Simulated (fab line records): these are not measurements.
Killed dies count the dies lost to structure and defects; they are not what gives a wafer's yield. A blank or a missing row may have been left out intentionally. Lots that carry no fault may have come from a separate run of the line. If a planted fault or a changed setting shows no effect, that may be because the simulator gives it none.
fab line records    flow sky130
record lots=12  wafers=36  lastDay=50
route steps=708 shown VIA1@458 METAL4@634 METAL5@664 PASSIVATION@692 PAD_OPEN@708
lots with no fault: from the same line, run without faults
startH: hours from the record's opening day to when the first of the lot's shown wafers began    waitH: hours from the lot's prior step to this one    " unchanged from the row above    L1.1+2: a row that stands for several wafers    - either no value or no given start    * or withheld: withheld    < > ~ a bound
route shown NAME@n: NAME is a module with steps in the file, n the number in the route of the first one    usual: average and standard deviation across the fault-free wafers    same: alike in all rows    chamber/n: place in a boat    sites: readings site by site    _std_site: the standard deviation of these    _edge_site: inner sites' mean taken away from outer sites' mean    radiusMm: for every site, how far away it sits from the centre of the wafer    mask NAME#n: copy n    behind: the tool/chamber that last shaped the wafer    hold: the reason the lot was held/the length of the hold in hours/how it ended    device: names the non-switching transistor (n, p or np)    end of line: the same wafers' tests at the end of the route    step lacking rows: just its recipe    killed: not the wafer's yield, but the dies lost to structure and defects at the first sort    map: per-die view of a wafer (x killed, . not killed, _ where there is no die)
set.NAME: the setting that was run; set.NAME@STEP: the one run at that earlier step    model.NAME: the simulator's own value behind a step, which no gauge read
the route's steps for a sample of lots (tables are steps, rows are wafers)
services: a tool's chamber out of use, with start hour (startH, from the record's first day; less than 0 if before it), hours out, and reason
## steps
# step SKY_VIA1_HDPCVD_00
# recipe material=SiO2  targetThkNm=1030  sigmaOpenFrac=0.3  timeS=171.7  tempC=400  sih4FlowSccm=60  pressureMtorr=6
# usual susceptorTempC=399.99/0.2
lot.wafer  tool       chamber  startH  waitH  susceptorTempC
L282.1     hdpcvd-02  0        768.82  0.0    400.24
L282.5     "          1        "       "      400.07
L282.6     "          2        "       "      399.83
L283.2     hdpcvd-01  1        768.87  0.0    400.28
L283.3     "          2        "       "      400.10
L283.5     "          2        "       "      400.07
L284.1     hdpcvd-01  1        777.24  0.0    400.13
L284.5     "          0        "       "      400.31
L284.6     "          2        "       "      400.02
L286.1     hdpcvd-01  1        791.84  0.0    400.33
L286.5     "          1        "       "      400.22
L286.6     "          0        "       "      399.79
L290.1     hdpcvd-01  2        829.48  0.0    399.96
L290.5     "          0        "       "      399.98
L290.6     "          1        "       "      400.32
L292.4     hdpcvd-01  1        844.72  0.1    399.79
L292.5     "          0        "       "      399.78
L292.6     "          2        "       "      399.87
L291.1     hdpcvd-01  1        845.54  0.0    399.71
L291.2     "          0        "       "      400.05
L291.4     "          0        "       "      399.84
L295.3     hdpcvd-02  2        891.85  0.0    400.04
L295.5     "          0        "       "      399.90
L295.6     "          2        "       "      399.78
L300.1     hdpcvd-01  0        907.54  0.0    399.98
L300.2     "          1        "       "      400.12
L300.6     "          1        "       "      400.30
L302.4     hdpcvd-01  0        916.08  0.1    399.65
L302.5     "          2        "       "      400.02
L302.6     "          1        "       "      399.87
L304.1     hdpcvd-02  2        931.34  0.0    399.79
L304.4     "          1        "       "      400.44
L304.6     "          2        "       "      399.86
L305.3     hdpcvd-02  2        937.79  0.0    400.02
L305.5     "          0        "       "      399.92
L305.6     "          1        "       "      399.95
# step SKY_METAL4_METAL_ETCH_18
# recipe targetDepthA=8450  stopOn=SiO2  overEtchFrac=0.3  timeS=183.1  chemistry=Cl2/BCl3  resistSidewallDeg=88  pressureMtorr=10  icpW=900  biasW=48.5  Cl2_flow_sccm=60  bcl3FlowSccm=30
# usual bcl3FlowSccm=30.01/0.08  drypumpMotorCurrentA=5.8/0.33  oesProductAu=0.865/0.0053  throttleValvePct=22.264/0.0093
lot.wafer  tool         chamber  startH   waitH  bcl3FlowSccm  drypumpMotorCurrentA  oesProductAu  rfHoursCounterH  throttleValvePct
L282.1     rieMetal-02  0        986.30   0.0    30.04         6.1                   0.865         12               22.256
L282.5     "            0        "        "      30.01         6.2                   0.863         -                22.242
L282.6     "            1        "        "      29.96         5.7                   0.864         -                22.272
L283.2     rieMetal-01  0        986.90   0.0    30.07         5.5                   0.861         20               22.273
L283.3     "            1        "        "      29.89         5.1                   0.861         -                22.267
L283.5     "            0        "        "      29.98         5.5                   0.857         -                22.264
L284.1     rieMetal-04  1        990.33   0.0    30.10         5.6                   0.867         13               22.245
L284.5     "            0        "        "      29.97         6.0                   0.864         -                22.253
L284.6     "            1        "        "      30.01         5.6                   0.867         -                22.270
L286.1     rieMetal-04  0        1003.70  0.0    29.99         6.0                   0.865         4                22.244
L286.5     "            1        "        "      29.79         5.6                   0.868         -                22.264
L286.6     "            0        "        "      29.97         6.0                   0.868         -                22.259
L290.1     rieMetal-04  0        1038.10  0.0    30.15         6.0                   0.863         7                22.258
L290.5     "            1        "        "      30.07         5.6                   0.872         -                22.274
L290.6     "            0        "        "      30.16         6.0                   0.858         -                22.274
L292.4     rieMetal-02  0        1049.41  0.1    29.99         6.2                   0.868         -                22.265
L292.5     "            1        "        "      29.99         5.7                   0.873         -                22.257
L292.6     "            0        "        "      29.92         6.2                   0.869         -                22.259
L291.1     rieMetal-02  1        1050.10  0.0    29.88         5.7                   0.872         3                22.258
L291.2     "            0        "        "      30.00         6.1                   0.865         17               22.266
L291.4     "            0        "        "      30.04         6.2                   0.869         -                22.264
L295.3     rieMetal-04  0        1089.77  0.1    29.97         6.0                   0.875         -                22.262
L295.5     "            0        "        "      29.99         6.1                   0.872         -                22.262
L295.6     "            0        "        "      30.01         6.1                   0.867         -                22.276
L300.1     rieMetal-02  1        1102.45  0.0    29.95         5.7                   0.860         8                22.270
L300.2     "            0        "        "      29.98         6.2                   0.859         20               22.261
L300.6     "            1        "        "      30.01         5.7                   0.855         -                22.279
L302.4     rieMetal-04  1        1109.06  0.1    30.01         5.6                   0.862         -                22.267
L302.5     "            1        "        "      30.12         5.6                   0.862         -                22.263
L302.6     "            0        "        "      29.97         6.0                   0.862         -                22.262
L304.1     rieMetal-04  0        1122.65  0.0    30.07         6.0                   0.866         14               22.264
L304.4     "            0        "        "      29.98         6.0                   0.858         -                22.254
L304.6     "            1        "        "      30.06         5.6                   0.869         -                22.251
L305.3     rieMetal-01  0        1131.71  0.1    29.95         5.5                   0.862         -                22.250
L305.5     "            1        "        "      30.09         5.1                   0.863         -                22.278
L305.6     "            0        "        "      29.97         5.5                   0.871         -                22.250
# step SKY_METAL5_SPUTTER_03
# recipe material=Ti  targetThkNm=5  powerW=3000  timeS=3.3  chamberPressurePa=0.4
# usual throttleValvePct=29.3/1.1
lot.wafer  tool           chamber  startH   waitH  throttleValvePct
L282.1     pvdSputter-02  -        1011.71  0.0    29.1
L282.5     "              -        "        "      29.4
L282.6     "              -        "        "      32.4
L283.2     pvdSputter-01  -        1012.73  0.0    29.3
L283.3     "              -        "        "      29.6
L283.5     "              -        "        "      29.5
L284.1     pvdSputter-04  -        1016.34  0.0    27.6
L284.5     "              -        "        "      28.8
L284.6     "              -        "        "      27.8
L286.1     pvdSputter-02  -        1030.47  0.0    29.4
L286.5     "              -        "        "      29.3
L286.6     "              -        "        "      29.6
L290.1     pvdSputter-01  -        1063.27  0.0    28.5
L290.5     "              -        "        "      29.7
L290.6     "              -        "        "      29.6
L292.4     pvdSputter-02  -        1072.94  0.0    29.3
L292.5     "              -        "        "      31.9
L292.6     "              -        "        "      29.0
L291.1     pvdSputter-04  -        1073.72  0.0    27.5
L291.2     "              -        "        "      28.7
L291.4     "              -        "        "      29.6
L295.3     pvdSputter-01  -        1112.29  0.0    28.0
L295.5     "              -        "        "      29.5
L295.6     "              -        "        "      28.1
L300.1     pvdSputter-01  -        1124.88  0.0    29.7
L300.2     "              -        "        "      29.7
L300.6     "              -        "        "      29.9
L302.4     pvdSputter-04  -        1130.89  0.0    28.6
L302.5     "              -        "        "      28.9
L302.6     "              -        "        "      29.4
L304.1     pvdSputter-04  -        1143.73  0.0    31.2
L304.4     "              -        "        "      28.7
L304.6     "              -        "        "      27.6
L305.3     pvdSputter-04  -        1153.48  0.0    29.6
L305.5     "              -        "        "      27.5
L305.6     "              -        "        "      31.0
# step SKY_PASSIVATION_ETCH_11
# recipe chemistry=CF4/O2  targetDepthNm=725  stopOn=AlCu  sourceW=800  biasW=150  pressureMtorr=150  cf4FlowSccm=80  O2_flow_sccm=10  timeS=161.1
# usual drypumpMotorCurrentA=5.7/0.4  oesProductAu=0.978/0.0078  throttleValvePct=5.964/0.0082
lot.wafer  tool        chamber  startH   waitH  drypumpMotorCurrentA  oesProductAu  rfHoursCounterH  throttleValvePct
L282.1     rieDiel-03  2        1057.59  -      5.5                   0.983         9                5.964
L282.5     "           3        "        "      5.6                   0.974         -                5.965
L282.6     "           2        "        "      5.5                   0.988         -                5.955
L283.2     rieDiel-02  2        1059.55  -      5.4                   0.978         13               5.966
L283.3     "           1        "        "      6.1                   0.982         10               5.964
L283.5     "           2        "        "      5.4                   0.979         -                5.969
L284.1     rieDiel-01  2        1062.64  -      5.4                   0.962         20               5.970
L284.5     "           2        "        "      5.4                   0.978         -                5.945
L284.6     "           1        "        "      5.7                   0.975         -                5.957
L286.1     rieDiel-03  0        1074.99  -      5.9                   0.976         16               5.961
L286.5     "           2        "        "      5.5                   0.978         -                5.963
L286.6     "           1        "        "      5.8                   0.964         -                5.962
L290.1     rieDiel-01  1        1104.99  -      5.7                   0.969         9                5.957
L290.5     "           0        "        "      6.3                   0.990         -                5.968
L290.6     "           1        "        "      5.7                   0.989         -                5.972
L292.4     rieDiel-01  1        1114.50  -      5.7                   0.980         10               5.962
L292.5     "           3        "        "      4.8                   0.978         -                5.971
L292.6     "           0        "        "      6.3                   0.968         -                5.958
L291.1     rieDiel-02  1        1114.93  -      6.1                   0.963         11               5.959
L291.2     "           2        "        "      5.4                   0.974         15               5.974
L291.4     "           3        "        "      5.4                   0.983         13               5.978
L295.3     rieDiel-01  0        1152.38  -      6.3                   0.983         9                5.984
L295.5     "           0        "        "      6.4                   0.989         -                5.971
L295.6     "           3        "        "      4.9                   0.991         -                5.975
L300.1     rieDiel-02  0        1163.34  -      6.0                   0.974         22               5.959
L300.2     "           1        "        "      6.1                   0.974         13               5.973
L300.6     "           3        "        "      5.4                   0.986         -                5.970
L302.4     rieDiel-02  1        1169.39  -      6.1                   0.982         13               5.953
L302.5     "           1        "        "      6.1                   0.981         -                5.967
L302.6     "           2        "        "      5.4                   0.989         -                5.966
L304.1     rieDiel-02  2        1181.10  -      5.4                   0.974         17               5.958
L304.4     "           0        "        "      6.0                   0.971         22               5.974
L304.6     "           1        "        "      6.0                   0.981         -                5.973
L305.3     rieDiel-01  1        1189.88  -      5.7                   0.980         13               5.970
L305.5     "           0        "        "      6.3                   0.978         -                5.967
L305.6     "           3        "        "      4.8                   0.994         -                5.965
# step SKY_PAD_OPEN_PROBE_99
# usual defectLimitedYield=82.9/1.7  killed_at_M0_to_M3=42/6.7  killed_at_M4_up=3.4/2  killedAtContacts=24/5.1  killedAtFrontEnd=14/4.2  killedAtOther=0.2/0.49  killedDies=84/8.4  killedOpen=46/7  killedShort=39/5.8  sort_bin_3_pad_short=0.8/0.42  sort_bin_5_function=10.2/1.3  sort_bin_6_memory=6.1/1  sortNPass=408/8.4  sortYieldPct=82.9/1.7
# same grossDies=492  killedAtBackSide=0  sort_bin_4_leakage[%]=0  sort_bin_8_speed[%]=0
lot.wafer  tool       chamber  startH   waitH  hold                     defectLimitedYield[%]  killed_at_M0_to_M3  killed_at_M4_up  killedAtContacts  killedAtFrontEnd  killedAtOther  killedDies  killedOpen  killedShort  sort_bin_3_pad_short[%]  sort_bin_5_function[%]  sort_bin_6_memory[%]  sortNPass  sortYieldPct[%]
L282.1     prober-01  -        1080.91  0.1    -                        80.7                   43                  3                25                23                1              95          55          40           0.6                      11.2                    7.5                   397        80.7
L282.5     prober-01  -        1081.11  0.2    -                        81.1                   48                  3                24                18                0              93          53          40           1.2                      10.6                    7.1                   399        81.1
L282.6     prober-01  -        1081.16  0.2    -                        83.3                   50                  1                20                10                1              82          43          39           0.6                      9.3                     6.7                   410        83.3
L283.2     prober-02  -        1083.46  0.1    -                        80.7                   48                  1                36                10                0              95          53          42           1.2                      11.8                    6.3                   397        80.7
L283.3     prober-02  -        1083.51  0.2    -                        81.7                   49                  4                22                15                0              90          39          51           2.0                      10.6                    5.7                   402        81.7
L283.5     prober-02  -        1083.61  0.2    -                        83.5                   36                  1                28                16                0              81          40          41           0.6                      11.4                    4.5                   411        83.5
L284.1     prober-01  -        1086.01  0.1    -                        84.1                   42                  0                20                16                0              78          30          48           1.0                      8.7                     6.1                   414        84.1
L284.5     prober-01  -        1086.21  0.2    -                        81.5                   48                  3                28                12                0              91          44          47           1.0                      11.2                    6.3                   401        81.5
L284.6     prober-01  -        1086.26  0.2    -                        80.5                   53                  0                24                18                1              96          45          51           1.2                      12.8                    5.5                   396        80.5
L286.1     prober-01  -        1096.82  0.1    -                        83.3                   42                  1                30                9                 0              82          51          31           0.2                      9.1                     7.3                   410        83.3
L286.5     prober-01  -        1097.02  0.2    -                        81.7                   46                  4                20                20                0              90          42          48           1.2                      9.3                     7.7                   402        81.7
L286.6     prober-01  -        1097.07  0.2    -                        83.5                   37                  4                25                15                0              81          47          34           1.4                      8.5                     6.5                   411        83.5
L290.1     prober-01  -        1127.16  0.1    awaitDispo/3.3h/release  79.3                   62                  2                23                15                0              102         38          35           2.4                      12.6                    5.7                   390        79.3
L290.5     prober-01  -        1127.36  0.2    awaitDispo/3.3h/release  76.6                   82                  1                19                13                0              115         41          35           1.6                      14.6                    7.1                   377        76.6
L290.6     prober-01  -        1127.41  0.2    awaitDispo/3.3h/release  76.8                   81                  3                24                6                 0              114         45          32           2.2                      14.0                    6.9                   378        76.8
L292.4     prober-02  -        1136.46  0.2    awaitDispo/3.1h/release  74.6                   79                  5                29                12                0              125         42          44           1.8                      17.7                    5.9                   367        74.6
L292.5     prober-02  -        1136.51  0.2    awaitDispo/3.1h/release  76.4                   87                  2                17                10                0              116         43          32           2.0                      13.0                    8.5                   376        76.4
L292.6     prober-02  -        1136.56  0.2    awaitDispo/3.1h/release  75.6                   78                  4                23                15                0              120         42          49           2.6                      14.8                    6.9                   372        75.6
L291.1     prober-01  -        1136.66  0.1    awaitDispo/7.4h/release  74.8                   85                  3                23                13                0              124         46          41           2.4                      15.0                    7.7                   368        74.8
L291.2     prober-01  -        1136.71  0.1    awaitDispo/7.4h/release  76.8                   77                  7                22                8                 0              114         45          23           1.4                      15.7                    6.1                   378        76.8
L291.4     prober-01  -        1136.81  0.2    awaitDispo/7.4h/release  73.8                   89                  4                22                14                0              129         41          46           1.6                      15.9                    8.7                   363        73.8
L295.3     prober-01  -        1172.97  0.2    -                        84.1                   33                  0                22                23                0              78          41          37           0.6                      9.6                     5.7                   414        84.1
L295.5     prober-01  -        1173.07  0.2    -                        82.9                   46                  1                23                14                0              84          51          33           1.0                      9.1                     6.9                   408        82.9
L295.6     prober-01  -        1173.12  0.2    -                        82.1                   48                  4                18                18                0              88          46          42           0.8                      10.6                    6.5                   404        82.1
L300.1     prober-01  -        1183.76  0.1    -                        81.9                   50                  1                22                16                0              89          39          50           1.2                      10.4                    6.5                   403        81.9
L300.2     prober-01  -        1183.81  0.1    -                        79.9                   54                  6                30                9                 0              99          57          42           0.6                      12.4                    7.1                   393        79.9
L300.6     prober-01  -        1184.01  0.2    -                        85.2                   34                  4                25                10                0              73          36          37           1.0                      7.9                     5.9                   419        85.2
L302.4     prober-01  -        1188.75  0.2    -                        86.8                   31                  1                18                15                0              65          32          33           0.6                      8.5                     4.1                   427        86.8
L302.5     prober-01  -        1188.80  0.2    -                        83.3                   35                  6                28                13                0              82          38          44           1.2                      9.1                     6.3                   410        83.3
L302.6     prober-01  -        1188.85  0.2    -                        83.5                   31                  2                33                15                0              81          44          37           0.4                      10.0                    6.1                   411        83.5
L304.1     prober-01  -        1199.44  0.1    -                        79.7                   49                  7                22                22                0              100         59          41           0.6                      12.8                    6.9                   392        79.7
L304.4     prober-01  -        1199.59  0.2    -                        80.5                   53                  5                20                18                0              96          50          46           0.6                      10.4                    8.5                   396        80.5
L304.6     prober-01  -        1199.69  0.2    -                        82.1                   48                  3                24                12                1              88          47          41           0.8                      10.8                    6.3                   404        82.1
L305.3     prober-01  -        1207.52  0.2    -                        83.9                   43                  2                23                11                0              79          48          31           0.2                      9.8                     6.1                   413        83.9
L305.5     prober-01  -        1207.62  0.2    -                        79.9                   44                  6                27                22                0              99          63          36           0.4                      12.0                    7.7                   393        79.9
L305.6     prober-01  -        1207.67  0.2    -                        83.3                   34                  5                25                18                0              82          45          37           0.6                      11.2                    4.9                   410        83.3
# killed by level:class
L282.1 LI_CONTACT:geometricParticle:open=9 METAL2:geometricParticle:short=9 VIA1:geometricParticle:open=9 FIELD_ISO:geometricParticle:open=8 VIA3:geometricParticle:open=8 VIA2:geometricParticle:open=7 LOCAL_INTERCONNECT:geometricParticle:short=6 FIELD_ISO:geometricParticle:short=5
L282.5 VIA1:geometricParticle:open=12 LI_CONTACT:geometricParticle:open=12 VIA1:geometricParticle:short=7 POLY_GATE:geometricParticle:open=6 CONTACT:geometricParticle:open=6 VIA2:geometricParticle:open=6 METAL1:geometricParticle:short=5 POLY_GATE:geometricParticle:short=4
L282.6 VIA1:geometricParticle:open=12 LI_CONTACT:geometricParticle:open=8 VIA1:geometricParticle:short=8 VIA2:geometricParticle:open=6 METAL2:geometricParticle:short=5 FIELD_ISO:geometricParticle:open=4 METAL3:geometricParticle:short=4 LOCAL_INTERCONNECT:geometricParticle:short=4
L283.2 CONTACT:geometricParticle:open=15 VIA1:geometricParticle:open=13 VIA3:geometricParticle:open=8 LI_CONTACT:geometricParticle:open=7 LOCAL_INTERCONNECT:geometricParticle:short=7 CONTACT:geometricParticle:short=6 VIA2:geometricParticle:open=6 METAL3:geometricParticle:short=6
L283.3 VIA1:geometricParticle:open=10 METAL1:geometricParticle:short=8 CONTACT:geometricParticle:short=7 CONTACT:geometricParticle:open=6 METAL3:geometricParticle:short=6 POLY_GATE:geometricParticle:short=5 METAL2:geometricParticle:short=5 VIA2:geometricParticle:open=5
L283.5 CONTACT:geometricParticle:open=14 METAL1:geometricParticle:short=8 VIA2:geometricParticle:short=6 CONTACT:geometricParticle:short=5 VIA2:geometricParticle:open=5 FIELD_ISO:geometricParticle:open=4 FIELD_ISO:geometricParticle:short=4 LI_CONTACT:geometricParticle:open=4
L284.1 VIA1:geometricParticle:open=9 FIELD_ISO:geometricParticle:short=8 VIA3:geometricParticle:open=7 LI_CONTACT:geometricParticle:open=6 VIA1:geometricParticle:short=5 LOCAL_INTERCONNECT:geometricParticle:short=5 CONTACT:geometricParticle:short=5 METAL2:geometricParticle:short=5
L284.5 VIA1:geometricParticle:open=16 CONTACT:geometricParticle:short=7 VIA1:geometricParticle:short=7 VIA3:geometricParticle:open=7 LI_CONTACT:geometricParticle:short=6 LOCAL_INTERCONNECT:geometricParticle:short=6 CONTACT:geometricParticle:open=5 FIELD_ISO:geometricParticle:open=4
L284.6 VIA1:geometricParticle:open=14 CONTACT:geometricParticle:short=8 METAL1:geometricParticle:short=7 VIA1:geometricParticle:short=7 CONTACT:geometricParticle:open=6 FIELD_ISO:geometricParticle:short=5 METAL3:geometricParticle:short=5 VIA3:geometricParticle:short=5
L286.1 CONTACT:geometricParticle:open=13 VIA1:geometricParticle:open=11 VIA3:geometricParticle:open=11 LI_CONTACT:geometricParticle:open=6 METAL1:geometricParticle:short=5 LI_CONTACT:geometricParticle:short=4 CONTACT:geometricParticle:short=4 METAL2:geometricParticle:short=4
L286.5 VIA3:geometricParticle:open=9 LI_CONTACT:geometricParticle:open=6 POLY_GATE:geometricParticle:open=6 LOCAL_INTERCONNECT:geometricParticle:short=6 VIA1:geometricParticle:short=6 VIA1:geometricParticle:open=6 VIA2:geometricParticle:short=5 CONTACT:geometricParticle:open=5
L286.6 VIA1:geometricParticle:open=11 CONTACT:geometricParticle:open=7 CONTACT:geometricParticle:short=6 LI_CONTACT:geometricParticle:open=6 VIA3:geometricParticle:open=6 METAL1:geometricParticle:short=4 VIA1:geometricParticle:short=4 FIELD_ISO:geometricParticle:open=3
L290.1 VIA1:unspecified=29 CONTACT:geometricParticle:open=9 VIA3:geometricParticle:open=6 VIA1:geometricParticle:open=6 FIELD_ISO:geometricParticle:open=5 FIELD_ISO:geometricParticle:short=5 LOCAL_INTERCONNECT:geometricParticle:short=5 VIA1:geometricParticle:short=5
L290.5 VIA1:unspecified=39 VIA1:geometricParticle:open=11 LI_CONTACT:geometricParticle:open=10 METAL2:geometricParticle:short=7 VIA2:geometricParticle:short=5 POLY_GATE:geometricParticle:short=5 VIA3:geometricParticle:open=5 FIELD_ISO:geometricParticle:open=4
L290.6 VIA1:unspecified=37 VIA1:geometricParticle:open=10 CONTACT:geometricParticle:open=9 LI_CONTACT:geometricParticle:open=8 VIA2:geometricParticle:open=7 METAL2:geometricParticle:short=6 METAL1:geometricParticle:short=5 VIA1:geometricParticle:short=5
L292.4 VIA1:unspecified=39 VIA1:geometricParticle:open=12 CONTACT:geometricParticle:open=9 LI_CONTACT:geometricParticle:open=7 CONTACT:geometricParticle:short=7 FIELD_ISO:geometricParticle:short=6 VIA2:geometricParticle:short=6 VIA2:geometricParticle:open=6
L292.5 VIA1:unspecified=41 VIA1:geometricParticle:open=14 CONTACT:geometricParticle:open=7 METAL1:geometricParticle:short=7 VIA2:geometricParticle:open=6 VIA3:geometricParticle:open=5 METAL2:geometricParticle:short=4 VIA1:geometricParticle:short=4
L292.6 VIA1:unspecified=29 VIA1:geometricParticle:open=14 METAL2:geometricParticle:short=11 CONTACT:geometricParticle:open=8 FIELD_ISO:geometricParticle:short=7 LI_CONTACT:geometricParticle:open=7 VIA2:geometricParticle:open=6 METAL1:geometricParticle:short=5
L291.1 VIA1:unspecified=37 LI_CONTACT:geometricParticle:open=9 VIA3:geometricParticle:short=9 CONTACT:geometricParticle:open=8 VIA1:geometricParticle:open=8 VIA3:geometricParticle:open=7 VIA1:geometricParticle:short=6 METAL1:geometricParticle:short=5
L291.2 VIA1:unspecified=46 VIA1:geometricParticle:open=10 CONTACT:geometricParticle:open=9 VIA3:geometricParticle:open=7 METAL4:geometricParticle:open=5 LI_CONTACT:geometricParticle:open=4 CONTACT:geometricParticle:short=4 METAL1:geometricParticle:short=4
L291.4 VIA1:unspecified=42 VIA2:geometricParticle:open=8 VIA1:geometricParticle:open=8 FIELD_ISO:geometricParticle:short=7 CONTACT:geometricParticle:short=7 CONTACT:geometricParticle:open=6 METAL1:geometricParticle:short=5 VIA1:geometricParticle:short=5
L295.3 POLY_GATE:geometricParticle:short=7 CONTACT:geometricParticle:open=7 VIA1:geometricParticle:open=7 METAL2:geometricParticle:short=6 POLY_GATE:geometricParticle:open=5 VIA2:geometricParticle:open=5 LI_CONTACT:geometricParticle:open=5 LOCAL_INTERCONNECT:geometricParticle:short=5
L295.5 VIA1:geometricParticle:open=13 CONTACT:geometricParticle:open=9 VIA3:geometricParticle:open=8 VIA2:geometricParticle:open=7 LI_CONTACT:geometricParticle:open=6 CONTACT:geometricParticle:short=6 VIA2:geometricParticle:short=5 POLY_GATE:geometricParticle:open=4
L295.6 VIA1:geometricParticle:open=14 FIELD_ISO:geometricParticle:short=6 CONTACT:geometricParticle:short=6 VIA1:geometricParticle:short=6 VIA2:geometricParticle:open=6 VIA3:geometricParticle:open=6 METAL3:geometricParticle:short=5 FIELD_ISO:geometricParticle:open=4
L300.1 METAL1:geometricParticle:short=9 METAL2:geometricParticle:short=9 LI_CONTACT:geometricParticle:open=8 FIELD_ISO:geometricParticle:short=7 VIA1:geometricParticle:short=7 LI_CONTACT:geometricParticle:short=6 VIA1:geometricParticle:open=6 METAL3:geometricParticle:short=5
L300.2 CONTACT:geometricParticle:open=12 VIA3:geometricParticle:open=11 VIA1:geometricParticle:open=9 VIA1:geometricParticle:short=9 LI_CONTACT:geometricParticle:open=8 METAL1:geometricParticle:short=7 VIA2:geometricParticle:open=7 LI_CONTACT:geometricParticle:short=5
L300.6 LI_CONTACT:geometricParticle:short=7 LI_CONTACT:geometricParticle:open=7 VIA1:geometricParticle:open=7 LOCAL_INTERCONNECT:geometricParticle:short=6 METAL1:geometricParticle:short=4 CONTACT:geometricParticle:open=4 METAL2:geometricParticle:short=4 VIA2:geometricParticle:open=4
L302.4 CONTACT:geometricParticle:open=6 VIA1:geometricParticle:open=6 METAL1:geometricParticle:short=5 LOCAL_INTERCONNECT:geometricParticle:short=5 VIA3:geometricParticle:open=5 POLY_GATE:geometricParticle:open=4 POLY_GATE:geometricParticle:short=4 CONTACT:geometricParticle:short=4
L302.5 CONTACT:geometricParticle:open=8 CONTACT:geometricParticle:short=7 VIA1:geometricParticle:open=7 METAL2:geometricParticle:short=7 LI_CONTACT:geometricParticle:open=6 METAL1:geometricParticle:short=6 VIA2:geometricParticle:short=6 METAL4:geometricParticle:short=5
L302.6 CONTACT:geometricParticle:open=16 METAL2:geometricParticle:short=12 CONTACT:geometricParticle:short=7 VIA1:geometricParticle:open=6 FIELD_ISO:geometricParticle:open=4 POLY_GATE:geometricParticle:open=4 POLY_GATE:geometricParticle:short=4 LI_CONTACT:geometricParticle:open=4
L304.1 VIA1:geometricParticle:open=13 CONTACT:geometricParticle:open=11 VIA3:geometricParticle:open=9 VIA2:geometricParticle:short=6 VIA1:geometricParticle:short=5 METAL4:geometricParticle:short=5 SPACER:geometricParticle:open=4 FIELD_ISO:geometricParticle:short=3
L304.4 VIA1:geometricParticle:open=12 METAL1:geometricParticle:short=11 CONTACT:geometricParticle:open=10 FIELD_ISO:geometricParticle:short=7 LI_CONTACT:geometricParticle:open=6 VIA3:geometricParticle:short=6 METAL2:geometricParticle:short=5 VIA3:geometricParticle:open=5
L304.6 VIA1:geometricParticle:open=11 CONTACT:geometricParticle:short=7 CONTACT:geometricParticle:open=7 FIELD_ISO:geometricParticle:open=5 LI_CONTACT:geometricParticle:open=5 METAL2:geometricParticle:short=5 METAL1:geometricParticle:short=4 VIA2:geometricParticle:short=4
L305.3 VIA1:geometricParticle:open=10 CONTACT:geometricParticle:open=9 VIA2:geometricParticle:open=9 LI_CONTACT:geometricParticle:open=8 METAL1:geometricParticle:short=7 FIELD_ISO:geometricParticle:open=4 METAL3:geometricParticle:short=4 FIELD_ISO:geometricParticle:short=3
L305.5 CONTACT:geometricParticle:open=14 POLY_GATE:geometricParticle:open=9 VIA1:geometricParticle:open=9 VIA3:geometricParticle:open=8 CONTACT:geometricParticle:short=6 VIA1:geometricParticle:short=6 VIA2:geometricParticle:open=6 FIELD_ISO:geometricParticle:short=5
L305.6 CONTACT:geometricParticle:open=12 FIELD_ISO:geometricParticle:short=9 VIA1:geometricParticle:open=8 METAL1:geometricParticle:short=6 VIA2:geometricParticle:open=6 LI_CONTACT:geometricParticle:open=5 CONTACT:geometricParticle:short=5 FIELD_ISO:geometricParticle:open=4
## services
tool           chamber  startH   hours  kind
pvdSputter-04  -        755.08   8.5    repair
hdpcvd-01      -        756.91   1.7    repair
rieDiel-01     2        768.62   2.8    repair
rieMetal-02    0        774.41   2.0    repair
rieMetal-02    1        793.50   19.7   repair
pvdSputter-01  -        814.61   11.5   repair
rieDiel-02     3        822.54   3.8    repair
hdpcvd-02      -        824.96   1.1    repair
rieMetal-02    -        834.34   14.6   pm
pvdSputter-04  -        883.49   6.7    repair
rieDiel-02     0        891.27   9.9    repair
rieDiel-01     2        929.96   5.9    repair
rieDiel-02     -        946.75   1.4    repair
rieDiel-02     3        1005.68  6.7    repair
rieDiel-02     0        1025.36  1.2    repair
rieMetal-04    -        1049.55  1.4    repair
rieDiel-02     1        1061.68  18.6   repair
hdpcvd-01      2        1083.54  2.6    repair
rieMetal-04    1        1083.81  20.9   repair
rieDiel-01     2        1084.36  28.0   repair
hdpcvd-01      -        1117.60  1.1    repair
rieDiel-01     2        1128.70  2.8    repair
pvdSputter-04  -        1152.56  0.8    repair
rieMetal-04    -        1172.78  15.6   pm
## key
firstSign step=SKY_PAD_OPEN_PROBE_99  reading=killed_at_M0_to_M3  direction=up  sigmas=5.6  usual=42  struck=80
effect step=SKY_PAD_OPEN_PROBE_99  reading=defectLimitedYield  direction=down  sigmas=4  usual=82.9  struck=76.1
metAt SKY_VIA1_HDPCVD_00
struckLots L290,L291,L292
notActingAt SKY_METAL4_METAL_ETCH_18,SKY_METAL5_SPUTTER_03,SKY_PASSIVATION_ETCH_11
onsetBetween 791.84 829.48
fault kind=chamberParticleSource  tool=hdpcvd-01  chamber=-  onsetH=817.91  steps=SKY_VIA1_HDPCVD_00  ratePerVisitCm2=0.45531  endH=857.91
